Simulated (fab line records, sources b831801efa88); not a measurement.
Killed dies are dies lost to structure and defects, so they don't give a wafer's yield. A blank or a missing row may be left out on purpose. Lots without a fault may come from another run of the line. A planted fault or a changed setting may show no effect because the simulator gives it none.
fab line records | flow sky130
record lots=6 wafers=18 last_day=49
route steps=708 shown METAL4@621 VIA4@639 METAL5@661 PAD_OPEN@708
lots that met no fault: from a run of the same line without faults
start_h: hours from the record's first day to the start of the lot's first wafer shown | wait_h: hours since the lot's step before | " the same as in the row above | L1.1+2: a row that stands for several wafers | - no value, or no start given | * or withheld: withheld | < > ~ a bound
route shown NAME@n: a module of which the file shows steps, and the number in the route of the first | usual: mean/standard deviation of fault-free wafers | same: alike in all rows | chamber/n: place in a boat | sites: the reading at each site | _std_site: their standard deviation | _edge_site: outer sites' mean less inner sites' | radius_mm: how far each site lies from the wafer's centre | mask NAME#n: copy n | behind: the tool/chamber that last shaped the wafer | hold: why the lot was held/for how many hours/how that ended | device: the transistor (n, p or np) that didn't switch | end of line: the same wafers' tests at the end of the route | a step without rows: its recipe alone | killed: dies lost to structure and defects at the first sort, not the wafer's yield | map: a wafer's dies, x killed, . not, _ none there
set.NAME: the setting as run; set.NAME@STEP: as run at that earlier step | model.NAME: the simulator's own value behind a step, which no gauge read
lots at some steps of the route; a table a step, a row a wafer
services: from which hour (start_h, from the record's first day; less than 0 if before it) a tool's chamber was out of use, for how many hours, and why
## steps
# step SKY_METAL4_DEHYDRATE_05
# recipe temp_c=200 time_s=60
# step SKY_METAL4_HMDS_06
# recipe prime_time_s=60 prime_temp_c=120
# step SKY_METAL4_COAT_07
# recipe resist=BARC temp_c=withheld time_s=withheld spin_rpm=3000 resist_thk_nm=59.37
# step SKY_METAL4_COAT_08
# recipe resist=KrF-thick spin_rpm=3000 resist_thk_nm=1140
# step SKY_METAL4_SOFTBAKE_09
# recipe temp_c=100 time_s=90 resist=KrF-thick
# step SKY_METAL4_EXPOSE_10
# recipe mask_id=MM4 na=0.68 source_shape=annular sigma_inner=0.4 sigma_outer=0.8 target_cd_nm=300 dose_mj=28
# step SKY_METAL4_PEB_11
# recipe peb_temp_c=withheld peb_time_s=withheld resist=KrF-thick
# step SKY_METAL4_DEVELOP_12
# recipe develop_time_s=60 resist=KrF-thick dev_temp_c=21
# step SKY_METAL4_CD_MEAS_13
# recipe target_cd_nm=300
# usual cd_nm=299.9/1.6
# columns lot.wafer tool chamber start_h wait_h cd_nm
L574.1 cd_sem-01 - 971.89 - 298.4
L574.4 " - " " 297.5
L574.5 " - " " 299.5
L578.4 cd_sem-01 - 1007.17 - 298.9
L578.5 " - " " 297.9
L578.6 " - " " 298.7
L579.1 cd_sem-01 - 1010.76 - 299.1
L579.2 " - " " 299.8
L579.3 " - " " 299.8
L588.4 cd_sem-02 - 1069.09 - 297.7
L588.5 " - " " 298.1
L588.6 " - " " 298.7
L589.2 cd_sem-02 - 1075.36 - 303.9
L589.3 " - " " 301.8
L589.4 " - " " 301.5
L590.1 cd_sem-02 - 1086.84 - 298.3
L590.5 " - " " 297.6
L590.6 " - " " 298.3
# step SKY_METAL4_OVL_MEAS_14
# usual METAL4_OVL=0/6.8
# columns lot.wafer tool chamber start_h wait_h METAL4_OVL[nm]
L574.1 overlay-01 - 972.01 0.1 6
L574.4 " - " " 5
L574.5 " - " " 10
L578.4 overlay-01 - 1007.25 0.1 -6
L578.5 " - " " -11
L578.6 " - " " 0
L579.1 overlay-01 - 1010.88 0.1 2
L579.2 " - " " 2
L579.3 " - " " 6
L588.4 overlay-02 - 1069.17 0.1 -1
L588.5 " - " " -4
L588.6 " - " " 1
L589.2 overlay-02 - 1075.47 0.1 -4
L589.3 " - " " 2
L589.4 " - " " -2
L590.1 overlay-01 - 1086.96 0.1 -7
L590.5 " - " " -4
L590.6 " - " " -2
# step SKY_METAL4_DESCUM_15
# recipe chemistry=O2 source_power_w=150 bias_power_w=0 pressure_mtorr=10 temp_c=40 time_s=8
# step SKY_METAL4_ETCH_16
# recipe chemistry=N2/H2 target=BARC ion_energy_ev=200 bias_w=100 pressure_mtorr=30 n2_flow_sccm=100 h2_flow_sccm=200 icp_w=500 stop_on=SiO2 time_s=88.2 target_depth_a=600
# step SKY_METAL4_ETCH_17
# recipe target=SiO2 stop_on=TiN chemistry=C4F8/O2/Ar source_w=1500 bias_w=1200 pressure_mtorr=40 c4f8_flow_sccm=withheld O2_flow_sccm=6 Ar_flow_sccm=300 time_s=3.9 target_depth_a=150
# usual oes_product_au=0.754/0.0074
# columns lot.wafer tool chamber start_h wait_h oes_product_au rf_hours_counter_h
L574.1 rie_diel-01 1 972.31 0.2 0.752 9
L574.4 " 2 " " 0.759 12
L574.5 " 2 " " 0.760 -
L578.4 rie_diel-03 0 1007.40 0.0 0.759 8
L578.5 " 2 " " 0.749 -
L578.6 " 3 " " 0.772 -
L579.1 rie_diel-01 3 1011.05 0.1 0.747 7
L579.2 " 1 " " 0.748 10
L579.3 " 0 " " 0.766 8
L588.4 rie_diel-03 3 1069.32 0.0 0.760 4
L588.5 " 2 " " 0.740 -
L588.6 " 3 " " 0.769 -
L589.2 rie_diel-03 1 1075.63 0.1 0.745 21
L589.3 " 0 " " 0.741 10
L589.4 " 2 " " 0.749 21
L590.1 rie_diel-04 2 1087.13 0.1 0.747 23
L590.5 " 1 " " 0.768 -
L590.6 " 2 " " 0.755 -
# step SKY_METAL4_METAL_ETCH_18
# recipe target_depth_a=8450 stop_on=SiO2 over_etch_frac=0.3 time_s=183.1 chemistry=Cl2/BCl3 resist_sidewall_deg=88 pressure_mtorr=10 icp_w=900 bias_w=48.5 Cl2_flow_sccm=60 bcl3_flow_sccm=30
# step SKY_METAL4_STRIP_19
# recipe chemistry=O2/N2 power_w=1400 pressure_mtorr=1500 platen_temp_c=withheld o2_flow_sccm=3000 n2_flow_sccm=300 overash_fraction=0.5
# step SKY_METAL4_STRIP_20
# recipe chemistry=post_etch_residue_remover time_s=1200 temp_c=72.5
# step SKY_METAL4_CLEAN_21
# recipe chemistry=IPA time_s=180 temp_c=25
# step SKY_METAL4_CLEAN_22
# recipe chemistry=O3/DIW dry=n2_spin
# step SKY_VIA4_HDPCVD_00
# recipe material=SiO2 target_thk_nm=1750 sigma_open_frac=0.3 time_s=304.5 temp_c=400 sih4_flow_sccm=60 pressure_mtorr=6
# step SKY_VIA4_THK_MEAS_01
# recipe reads=SiO2_of_VIA4_HDPCVD_00
# usual VIA4_HDPCVD_THK=1825/15
# columns lot.wafer tool chamber start_h wait_h VIA4_HDPCVD_THK[nm]
L574.1 film_metro-01 - 973.37 0.1 1827
L574.4 " - " " 1857
L574.5 " - " " 1843
L578.4 film_metro-01 - 1008.57 0.0 1811
L578.5 " - " " 1809
L578.6 " - " " 1828
L579.1 film_metro-04 - 1012.02 0.1 1831
L579.2 " - " " 1817
L579.3 " - " " 1827
L588.4 film_metro-01 - 1070.32 0.0 1846
L588.5 " - " " 1821
L588.6 " - " " 1815
L589.2 film_metro-03 - 1076.61 0.1 1812
L589.3 " - " " 1814
L589.4 " - " " 1783
L590.1 film_metro-04 - 1088.27 0.1 1824
L590.5 " - " " 1810
L590.6 " - " " 1832
# step SKY_VIA4_CMP_02
# recipe material=SiO2 down_force_psi=4 platen_rpm=60 pad_velocity_m_s=0.94248
# usual motor_current_A=12.2/1.4 platen_rpm=60.00/0.04 slurry_filter_dp_kPa=13.51/0.14
# columns lot.wafer tool chamber start_h wait_h motor_current_A platen_rpm slurry_filter_dp_kPa
L574.1 cmp-02 3 973.43 0.1 13.7 59.97 13.62
L574.4 " 2 " " 9.7 59.99 13.39
L574.5 " 0 " " 12.2 59.98 13.56
L578.4 cmp-02 0 1008.60 0.0 11.7 60.03 13.38
L578.5 " 0 " " 11.9 59.97 13.46
L578.6 " 1 " " 11.7 59.99 13.63
L579.3 cmp-02 0 1012.08 0.0 11.3 60.01 13.64
L579.2 " 1 " " 11.0 60.02 13.29
L579.1 " 2 " " 9.8 59.94 13.39
L588.4 cmp-01 3 1070.45 0.1 10.8 59.99 13.36
L588.6 " 1 " " 14.0 59.91 13.64
L588.5 " 2 " " 12.3 60.02 13.64
L589.3 cmp-02 3 1076.71 0.1 14.4 60.00 13.32
L589.2 " 0 " " 12.0 59.94 13.65
L589.4 " 1 " " 10.2 60.00 13.42
L590.1 cmp-02 1 1088.43 0.1 11.2 59.99 13.50
L590.5 " 3 " " 14.4 59.97 13.25
L590.6 " 0 " " 11.2 59.99 13.62
# step SKY_VIA4_BOW_MEAS_03
# recipe mode=bow
# usual VIA4_BOW=81/9.7
# columns lot.wafer tool chamber start_h wait_h VIA4_BOW[um]
L574.1 film_metro-04 - 973.73 0.2 75
L574.4 " - " " 77
L574.5 " - " " 67
L578.4 film_metro-03 - 1008.96 0.3 77
L578.5 " - " " 66
L578.6 " - " " 77
L579.1 film_metro-04 - 1012.38 0.1 82
L579.2 " - " " 79
L579.3 " - " " 69
L588.4 film_metro-01 - 1070.71 0.2 60
L588.5 " - " " 74
L588.6 " - " " 64
L589.2 film_metro-04 - 1076.98 0.2 79
L589.3 " - " " 79
L589.4 " - " " 100
L590.1 film_metro-04 - 1088.63 0.1 97
L590.5 " - " " 97
L590.6 " - " " 99
# step SKY_VIA4_DEHYDRATE_04
# recipe temp_c=200 time_s=60
# step SKY_VIA4_HMDS_05
# recipe prime_time_s=60 prime_temp_c=120
# step SKY_VIA4_COAT_06
# recipe resist=NOVOLAK spin_rpm=3000 resist_thk_nm=1140
# step SKY_VIA4_SOFTBAKE_07
# recipe temp_c=90 time_s=60 resist=NOVOLAK
# step SKY_VIA4_EXPOSE_08
# recipe mask_id=VIM4 na=0.6 source_shape=conventional sigma_outer=0.6 polarization=unpolarized target_cd_nm=800 dose_mj=132
# step SKY_VIA4_PEB_09
# recipe temp_c=withheld time_s=* resist=NOVOLAK
# step SKY_VIA4_DEVELOP_10
# recipe resist=NOVOLAK developer=TMAH develop_time_s=60 dev_temp_c=23
# step SKY_VIA4_OVL_MEAS_11
# usual VIA4_OVL=1.2/1.4
# columns lot.wafer tool chamber start_h wait_h VIA4_OVL[nm]
L574.1 overlay-01 - 997.53 0.1 0.3
L574.4 " - " " 2.5
L574.5 " - " " 1.7
L578.4 overlay-02 - 1031.76 0.1 3.5
L578.5 " - " " 2.8
L578.6 " - " " 2.7
L579.1 overlay-01 - 1034.63 0.1 0.1
L579.2 " - " " 1.3
L579.3 " - " " 0.9
L588.4 overlay-01 - 1091.06 0.1 3.3
L588.5 " - " " 3.3
L588.6 " - " " 4.7
L589.2 overlay-02 - 1097.20 0.1 -0.5
L589.3 " - " " -0.1
L589.4 " - " " 0.7
L590.1 overlay-02 - 1108.75 0.1 0.4
L590.5 " - " " 2.2
L590.6 " - " " 1.0
# step SKY_VIA4_ETCH_12
# recipe target=SiO2 chemistry=C4F8/O2/Ar stop_on=TiN mask_material=NOVOLAK source_w=1500 bias_w=1200 pressure_mtorr=40 c4f8_flow_sccm=withheld O2_flow_sccm=6 Ar_flow_sccm=300 time_s=withheld target_depth_a=5800
# usual oes_product_au=0.926/0.0049
# columns lot.wafer tool chamber start_h wait_h oes_product_au
L574.1 rie_diel-04 3 997.57 0.0 0.926
L574.4 " 1 " " 0.923
L574.5 " 3 " " 0.932
L578.4 rie_diel-02 2 1031.82 0.0 0.915
L578.5 " 0 " " 0.923
L578.6 " 1 " " 0.928
L579.1 rie_diel-04 2 1034.67 0.0 0.929
L579.2 " 1 " " 0.924
L579.3 " 3 " " 0.928
L588.4 rie_diel-04 0 1091.08 0.0 0.931
L588.5 " 2 " " 0.926
L588.6 " 1 " " 0.924
L589.2 rie_diel-02 0 1097.23 0.0 0.931
L589.3 " 1 " " 0.923
L589.4 " 3 " " 0.925
L590.1 rie_diel-04 0 1108.78 0.0 0.917
L590.5 " 0 " " 0.930
L590.6 " 1 " " 0.928
# step SKY_VIA4_STRIP_13
# recipe chemistry=O2/N2 power_w=1400 pressure_mtorr=1500 platen_temp_c=withheld o2_flow_sccm=3000 n2_flow_sccm=300 overash_fraction=0.5
# usual drypump_motor_current_A=5.7/0.39 oes_product_au=0.709/0.0046 strip_time_to_endpoint_s=12.80/0.032
# columns lot.wafer tool chamber start_h wait_h drypump_motor_current_A oes_product_au rf_hours_counter_h strip_time_to_endpoint_s
L574.1 plasma_asher-01 1 997.64 - 5.5 0.702 55 12.82
L574.4 " 1 " " 5.5 0.709 - 12.79
L574.5 " 1 " " 5.5 0.699 - 12.82
L578.4 plasma_asher-01 1 1031.89 - 5.5 0.710 - 12.72
L578.5 " 0 " " 5.4 0.703 - 12.75
L578.6 " 1 " " 5.5 0.709 - 12.78
L579.1 plasma_asher-02 1 1034.74 - 6.2 0.702 91 12.78
L579.2 " 0 " " 5.2 0.710 91 12.84
L579.3 " 1 " " 6.1 0.709 - 12.79
L588.4 plasma_asher-04 1 1091.18 - 6.4 0.716 - 12.78
L588.5 " 1 " " 6.3 0.700 - 12.75
L588.6 " 0 " " 5.5 0.706 - 12.84
L589.2 plasma_asher-04 1 1097.31 - 6.3 0.706 3 12.84
L589.3 " 0 " " 5.6 0.704 - 12.87
L589.4 " 1 " " 6.3 0.710 - 12.78
L590.1 plasma_asher-02 0 1108.86 - 5.3 0.714 99 12.79
L590.5 " 0 " " 5.2 0.706 - 12.80
L590.6 " 1 " " 6.2 0.709 - 12.81
# step SKY_VIA4_STRIP_14
# recipe chemistry=post_etch_residue_remover time_s=1200 temp_c=72.5
# step SKY_VIA4_CLEAN_15
# recipe chemistry=IPA time_s=180 temp_c=25
# step SKY_VIA4_CLEAN_16
# recipe chemistry=O3/DIW dry=n2_spin
# step SKY_VIA4_SPUTTER_17
# recipe material=TiN target_thk_nm=20 chamber_pressure_pa=5 power_w=4000 time_s=80
# usual throttle_valve_pct=30.0/0.84
# columns lot.wafer tool chamber start_h wait_h throttle_valve_pct
L574.1 pvd_sputter-02 - 998.29 0.0 27.6
L574.4 " - " " 27.6
L574.5 " - " " 31.6
L578.4 pvd_sputter-04 - 1032.45 0.0 29.8
L578.5 " - " " 29.6
L578.6 " - " " 30.2
L579.1 pvd_sputter-02 - 1035.67 0.0 30.5
L579.2 " - " " 31.7
L579.3 " - " " 29.6
L588.4 pvd_sputter-03 - 1091.90 0.0 30.3
L588.5 " - " " 30.3
L588.6 " - " " 31.1
L589.2 pvd_sputter-04 - 1097.94 0.0 29.6
L589.3 " - " " 30.6
L589.4 " - " " 29.5
L590.1 pvd_sputter-04 - 1109.50 0.0 29.7
L590.5 " - " " 30.7
L590.6 " - " " 29.3
# step SKY_VIA4_CVD_18
# recipe material=W target_thk_nm=505 time_s=152.14 temp_c=400 pressure_torr=40
# usual heater_power_w=920/79
# columns lot.wafer tool chamber start_h wait_h heater_power_w
L574.1 cvd_w-02 1 998.35 0.0 871
L574.4 " 1 " " 868
L574.5 " 1 " " 873
L578.4 cvd_w-02 1 1032.56 0.1 866
L578.5 " 1 " " 856
L578.6 " 0 " " 907
L579.1 cvd_w-01 1 1035.73 0.0 1060
L579.2 " 0 " " 869
L579.3 " 0 " " 891
L588.4 cvd_w-01 1 1092.01 0.1 1057
L588.5 " 0 " " 862
L588.6 " 1 " " 1061
L589.2 cvd_w-01 0 1098.00 0.0 869
L589.3 " 1 " " 1074
L589.4 " 0 " " 866
L590.1 cvd_w-02 0 1109.56 0.0 927
L590.5 " 0 " " 884
L590.6 " 1 " " 842
# step SKY_VIA4_RS_MEAS_19
# recipe thk_meas_gauge=four-point-probe reads=W_of_VIA4_CVD_18+TiN_of_VIA4_SPUTTER_17
# usual VIA4_W_RS=0.2252/0.0022
# columns lot.wafer tool chamber start_h wait_h VIA4_W_RS[ohm/sq]
L574.1 film_metro-03 - 998.50 0.1 0.2253
L574.4 " - " " 0.2261
L574.5 " - " " 0.2229
L578.4 film_metro-01 - 1032.72 0.1 0.2263
L578.5 " - " " 0.2252
L578.6 " - " " 0.2255
L579.1 film_metro-04 - 1035.88 0.1 0.2222
L579.2 " - " " 0.2236
L579.3 " - " " 0.2251
L588.4 film_metro-01 - 1092.17 0.1 0.2267
L588.5 " - " " 0.2219
L588.6 " - " " 0.2268
L589.2 film_metro-04 - 1098.17 0.1 0.2232
L589.3 " - " " 0.2263
L589.4 " - " " 0.2236
L590.1 film_metro-01 - 1109.71 0.1 0.2263
L590.5 " - " " 0.2267
L590.6 " - " " 0.2256
# step SKY_VIA4_THK_MEAS_20
# recipe thk_meas_gauge=xrf reads=W_of_VIA4_CVD_18
# usual VIA4_W_THK=520/5.5
# columns lot.wafer tool chamber start_h wait_h VIA4_W_THK[nm]
L574.1 film_metro-03 - 998.62 0.1 519
L574.4 " - " " 518
L574.5 " - " " 526
L578.4 film_metro-01 - 1032.81 0.1 517
L578.5 " - " " 527
L578.6 " - " " 520
L579.1 film_metro-04 - 1036.00 0.1 522
L579.2 " - " " 519
L579.3 " - " " 517
L588.4 film_metro-01 - 1092.26 0.1 514
L588.5 " - " " 523
L588.6 " - " " 514
L589.2 film_metro-04 - 1098.28 0.1 525
L589.3 " - " " 515
L589.4 " - " " 518
L590.1 film_metro-01 - 1109.83 0.1 521
L590.5 " - " " 518
L590.6 " - " " 521
# step SKY_VIA4_CMP_21
# recipe stop_on=SiO2 t_overpolish_s=25 down_force_psi=3.5 platen_rpm=60 target_thk_nm=0 pad_velocity_m_s=0.94248
# step SKY_METAL5_SPUTTER_00
# recipe material=Ti target_thk_nm=15 power_w=3000 time_s=10 chamber_pressure_pa=0.4
# step SKY_METAL5_SPUTTER_01
# recipe material=TiN target_thk_nm=20 power_w=6500 time_s=16.7 chamber_pressure_pa=0.4
# step SKY_PAD_OPEN_PROBE_99
# usual defect_limited_yield=82.2/1.7 killed_at_M0_to_M3=44/6.3 killed_at_M4_up=3.1/2 killed_at_contacts=24/4.8 killed_at_front_end=15/4.6 killed_at_other=0.2/0.51 killed_dies=87/8.4 killed_on_rim=17/3.9 killed_open=48/6.4 killed_short=39/5.9 sort_bin_3_pad_short=0.9/0.41 sort_bin_5_function=10.5/1.4 sort_bin_6_memory=6.3/1.1 sort_n_pass=405/8.4 sort_yield_pct=82.2/1.7
# same gross_dies=492 killed_at_back_side=0 sort_bin_4_leakage[%]=0 sort_bin_8_speed[%]=0
# columns lot.wafer tool chamber start_h wait_h defect_limited_yield[%] killed_at_M0_to_M3 killed_at_M4_up killed_at_contacts killed_at_front_end killed_at_other killed_dies killed_on_rim killed_open killed_short sort_bin_3_pad_short[%] sort_bin_5_function[%] sort_bin_6_memory[%] sort_n_pass sort_yield_pct[%] model.etest.tester.sort_n_pass model.etest.tester.sort_yield_pct model.etest.tester.sort_bin_5_pct model.etest.tester.sort_bin_3_pct
L574.1 prober-02 - 1070.52 0.1 82.1 47 0 22 19 0 88 17 50 38 0.4 10.6 6.9 404 82.1 404 82.11 10.57 0.4065
L574.4 prober-02 - 1070.67 0.2 82.1 52 2 21 13 0 88 15 51 37 0.6 10.6 6.7 404 82.1 404 82.11 10.57 0.6098
L574.5 prober-02 - 1070.72 0.2 83.5 39 2 26 14 0 81 13 46 35 0.8 9.8 5.9 411 83.5 411 83.54 9.756 0.813
L578.4 prober-02 - 1100.10 0.2 81.5 44 3 29 15 0 91 17 44 47 2.2 9.6 6.7 401 81.5 401 81.5 9.553 2.236
L578.5 prober-02 - 1100.15 0.2 80.5 37 5 32 22 0 96 19 55 41 1.4 12.0 6.1 396 80.5 396 80.49 11.99 1.423
L578.6 prober-02 - 1100.20 0.2 83.5 33 4 26 18 0 81 14 41 40 0.2 11.2 5.1 411 83.5 411 83.54 11.18 0.2033
L579.1 prober-01 - 1102.51 0.1 84.3 38 2 23 14 0 77 12 41 36 1.0 7.9 6.7 415 84.3 415 84.35 7.927 1.016
L579.2 prober-01 - 1102.56 0.1 83.7 44 4 26 6 0 80 16 37 43 1.0 9.6 5.7 412 83.7 412 83.74 9.553 1.016
L579.3 prober-01 - 1102.61 0.2 79.7 49 2 24 25 0 100 18 54 46 0.6 12.0 7.7 392 79.7 392 79.67 11.99 0.6098
L588.4 prober-02 - 1154.60 0.2 68.3 53 76 15 12 0 156 14 46 37 4.3 19.7 7.7 336 68.3 336 68.29 19.72 4.268
L588.5 prober-02 - 1154.65 0.2 75.8 48 35 22 14 0 119 27 50 38 2.2 14.0 7.9 373 75.8 373 75.81 14.02 2.236
L588.6 prober-02 - 1154.70 0.2 71.5 37 62 30 11 0 140 22 42 39 4.1 18.1 6.3 352 71.5 352 71.54 18.09 4.065
L589.2 prober-01 - 1158.68 0.1 72.2 33 60 28 15 1 137 23 46 36 4.1 16.5 7.3 355 72.2 355 72.15 16.46 4.065
L589.3 prober-01 - 1158.73 0.2 77.2 41 28 33 9 1 112 27 47 40 2.6 12.8 7.3 380 77.2 380 77.24 12.8 2.642
L589.4 prober-01 - 1158.78 0.2 76.0 35 35 32 15 1 118 29 50 37 3.7 14.6 5.7 374 76.0 374 76.02 14.63 3.659
L590.1 prober-02 - 1169.26 0.1 79.9 48 1 28 21 1 99 23 51 48 0.6 12.2 7.3 393 79.9 393 79.88 12.2 0.6098
L590.5 prober-02 - 1169.46 0.2 83.1 40 3 25 14 1 83 10 49 34 1.0 10.6 5.3 409 83.1 409 83.13 10.57 1.016
L590.6 prober-02 - 1169.51 0.2 80.9 45 4 22 23 0 94 18 44 50 1.8 12.0 5.3 398 80.9 398 80.89 11.99 1.829
# killed by level:class
L574.1 VIA3:geometric_particle:open=8 VIA1:geometric_particle:open=8 CONTACT:geometric_particle:open=7 POLY_GATE:geometric_particle:open=6 LI_CONTACT:geometric_particle:open=6 VIA2:geometric_particle:short=5 VIA1:geometric_particle:short=5 CONTACT:geometric_particle:short=4
L574.4 VIA3:geometric_particle:open=14 VIA1:geometric_particle:open=8 METAL2:geometric_particle:short=7 VIA2:geometric_particle:open=6 CONTACT:geometric_particle:short=6 LOCAL_INTERCONNECT:geometric_particle:short=5 CONTACT:geometric_particle:open=5 METAL1:geometric_particle:open=5
L574.5 CONTACT:geometric_particle:open=10 VIA3:geometric_particle:open=9 VIA1:geometric_particle:open=7 VIA1:geometric_particle:short=7 LOCAL_INTERCONNECT:geometric_particle:short=6 VIA2:geometric_particle:open=6 LI_CONTACT:geometric_particle:open=5 FIELD_ISO:geometric_particle:open=4
L578.4 CONTACT:geometric_particle:open=8 VIA1:geometric_particle:open=8 CONTACT:geometric_particle:short=7 POLY_GATE:geometric_particle:short=6 METAL2:geometric_particle:short=6 VIA2:geometric_particle:open=5 LOCAL_INTERCONNECT:geometric_particle:short=5 VIA3:geometric_particle:open=4
L578.5 LI_CONTACT:geometric_particle:open=11 CONTACT:geometric_particle:open=11 VIA1:geometric_particle:open=8 METAL2:geometric_particle:short=7 FIELD_ISO:geometric_particle:open=5 FIELD_ISO:geometric_particle:short=5 LOCAL_INTERCONNECT:geometric_particle:short=5 VIA2:geometric_particle:open=5
L578.6 METAL2:geometric_particle:short=8 LI_CONTACT:geometric_particle:open=8 CONTACT:geometric_particle:open=8 POLY_GATE:geometric_particle:open=6 VIA1:geometric_particle:open=6 POLY_GATE:geometric_particle:short=5 LOCAL_INTERCONNECT:geometric_particle:short=5 VIA2:geometric_particle:open=5
L579.1 VIA1:geometric_particle:open=10 METAL2:geometric_particle:short=9 POLY_GATE:geometric_particle:open=7 CONTACT:geometric_particle:open=6 CONTACT:geometric_particle:short=5 LI_CONTACT:geometric_particle:open=5 VIA3:geometric_particle:open=5 METAL1:geometric_particle:short=4
L579.2 VIA3:geometric_particle:open=10 VIA1:geometric_particle:open=8 LOCAL_INTERCONNECT:geometric_particle:short=7 CONTACT:geometric_particle:open=7 VIA1:geometric_particle:short=6 LI_CONTACT:geometric_particle:short=5 CONTACT:geometric_particle:short=5 METAL2:geometric_particle:short=5
L579.3 VIA1:geometric_particle:open=16 POLY_GATE:geometric_particle:open=7 CONTACT:geometric_particle:open=7 POLY_GATE:geometric_particle:short=6 CONTACT:geometric_particle:short=6 METAL2:geometric_particle:short=6 LI_CONTACT:geometric_particle:open=5 METAL1:geometric_particle:short=5
L588.4 METAL4:unspecified=73 VIA1:geometric_particle:open=14 VIA1:geometric_particle:short=7 METAL2:geometric_particle:short=7 CONTACT:geometric_particle:open=7 METAL1:geometric_particle:short=7 LI_CONTACT:geometric_particle:open=6 VIA2:geometric_particle:open=5
L588.5 METAL4:unspecified=31 LI_CONTACT:geometric_particle:open=9 VIA3:geometric_particle:open=9 VIA1:geometric_particle:open=7 METAL2:geometric_particle:short=7 LI_CONTACT:geometric_particle:short=5 CONTACT:geometric_particle:open=5 VIA2:geometric_particle:open=5
L588.6 METAL4:unspecified=59 LI_CONTACT:geometric_particle:open=10 CONTACT:geometric_particle:open=9 VIA1:geometric_particle:open=8 POLY_GATE:geometric_particle:short=5 METAL2:geometric_particle:short=5 VIA3:geometric_particle:open=5 VIA2:geometric_particle:open=4
L589.2 METAL4:unspecified=55 VIA1:geometric_particle:open=9 LI_CONTACT:geometric_particle:open=8 CONTACT:geometric_particle:open=8 FIELD_ISO:geometric_particle:open=5 CONTACT:geometric_particle:short=5 VIA1:geometric_particle:short=5 FIELD_ISO:geometric_particle:short=4
L589.3 METAL4:unspecified=25 CONTACT:geometric_particle:open=13 VIA2:geometric_particle:open=8 LI_CONTACT:geometric_particle:open=7 VIA3:geometric_particle:open=7 CONTACT:geometric_particle:short=6 METAL1:geometric_particle:short=5 FIELD_ISO:geometric_particle:open=4
L589.4 METAL4:unspecified=31 CONTACT:geometric_particle:open=9 VIA1:geometric_particle:open=9 LI_CONTACT:geometric_particle:open=8 VIA3:geometric_particle:open=7 LOCAL_INTERCONNECT:geometric_particle:short=6 POLY_GATE:geometric_particle:short=5 CONTACT:geometric_particle:short=5
L590.1 METAL1:geometric_particle:short=11 LI_CONTACT:geometric_particle:open=10 METAL3:geometric_particle:short=9 CONTACT:geometric_particle:open=8 FIELD_ISO:geometric_particle:open=7 VIA3:geometric_particle:open=7 POLY_GATE:geometric_particle:open=6 CONTACT:geometric_particle:short=6
L590.5 VIA1:geometric_particle:open=10 VIA2:geometric_particle:open=10 METAL2:geometric_particle:short=8 CONTACT:geometric_particle:open=7 LI_CONTACT:geometric_particle:open=6 LI_CONTACT:geometric_particle:short=5 VIA3:geometric_particle:open=5 FIELD_ISO:geometric_particle:open=4
L590.6 VIA1:geometric_particle:open=8 METAL2:geometric_particle:short=8 VIA1:geometric_particle:short=7 POLY_GATE:geometric_particle:open=6 CONTACT:geometric_particle:open=6 CONTACT:geometric_particle:short=6 LI_CONTACT:geometric_particle:open=5 METAL1:geometric_particle:short=5
# map L588.4 (x killed, . not)
__________.........._________
________....x.x......._______
______..x...x..x........_____
_____..x..............x..____
____....x.x...x.x.x...xxx.___
___.x..x.........x.x.x.x..x__
__.....xxx.x..x...x...x...x._
_.xxx.xxxxxx.x......x........
_....xxxxxxxxxx..x.xx..x.x...
_..xxxxxxxxxxx.....xx........
_...xxxxxxxxxxx.x......x.....
_.x.xxxxxxxxxxx....x..x..x...
_..xxxxxxxxxxx.x....x....xxx.
_x...xxxxxxx.xx...........xx.
_.....x...x...x.....x.x......
__.....x..x..xx............x_
___.x.......x.x.....xxxx..x__
____......x..x..x.x.......___
_____....................____
______...x.x..x...x..x.._____
________.....x.....x.x_______
__________......x..._________
# map L589.2 (x killed, . not)
__________.x........_________
________x.xx......x.x._______
______xxxxxxxxx........._____
_____.xxxxx.xx...........____
____xxxxxxxxxxx.....x.....___
___x.xxxxxxxxx...x.....x...__
__..xxxxxxxxx....xx....x.xx._
_....xxxxxxxxx..xxx....xxx..x
_..x...xx.xxx....x....x......
_.....xx.x....x..x...x.......
_x........xx.............x...
_........x.....x...x........x
_..x......x.x....x..x.x...x.x
_........x.x...x...x..xx..xx.
_..x.xx......................
__x......x..........x.x....._
___......................x.__
____x.................x...___
_____...x...x....x..xx.x.____
______..xx.........x.x.._____
________......x..x...._______
__________.........x_________
## services
# columns tool chamber start_h hours kind
cvd_w-02 - 969.06 9.7 repair
cmp-02 - 977.54 1.5 repair
cmp-02 - 983.28 0.6 repair
cmp-02 - 985.62 7.0 pm
rie_diel-04 2 992.93 4.6 repair
rie_diel-01 - 1004.02 4.3 pm
rie_diel-01 2 1010.81 6.0 repair
plasma_asher-04 - 1018.18 0.6 repair
pvd_sputter-02 - 1018.58 2.1 repair
rie_diel-02 1 1025.53 4.1 repair
rie_diel-02 3 1030.77 10.8 repair
rie_diel-03 1 1031.41 4.1 repair
rie_diel-01 1 1043.32 29.9 repair
plasma_asher-01 - 1044.02 2.3 repair
cmp-02 - 1055.13 3.5 pm
cvd_w-02 1 1056.49 4.8 repair
rie_diel-03 - 1057.45 0.3 repair
cmp-02 - 1078.94 0.4 repair
cvd_w-01 - 1081.33 0.4 repair
rie_diel-03 0 1094.16 14.0 repair
rie_diel-04 2 1098.02 5.8 repair
cmp-02 - 1099.25 4.0 pm
cvd_w-01 - 1100.26 0.7 repair
rie_diel-04 3 1105.44 2.9 repair
## key
first_sign step=SKY_PAD_OPEN_PROBE_99 reading=killed_at_M4_up direction=up sigmas=23 usual=3.1 struck=49.3
effect step=SKY_PAD_OPEN_PROBE_99 reading=sort_bin_3_pad_short direction=up sigmas=6.3 usual=0.9 struck=3.5
model_effect step=SKY_PAD_OPEN_PROBE_99 value=etest.tester.sort_n_pass without=401.8 struck=361.7
met_at SKY_METAL4_ETCH_17
struck_wafers L588.4,L588.5,L588.6,L589.2,L589.3,L589.4
onset_between 1007.40 1069.32
also_fits SKY_VIA4_STRIP_13:plasma_asher-04,SKY_VIA4_CVD_18:cvd_w-01
fault kind=chamber_particle_source tool=rie_diel-03 chamber=- onset_h=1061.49 steps=SKY_METAL4_ETCH_17 rate_per_visit_cm2=1.3983 end_h=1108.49
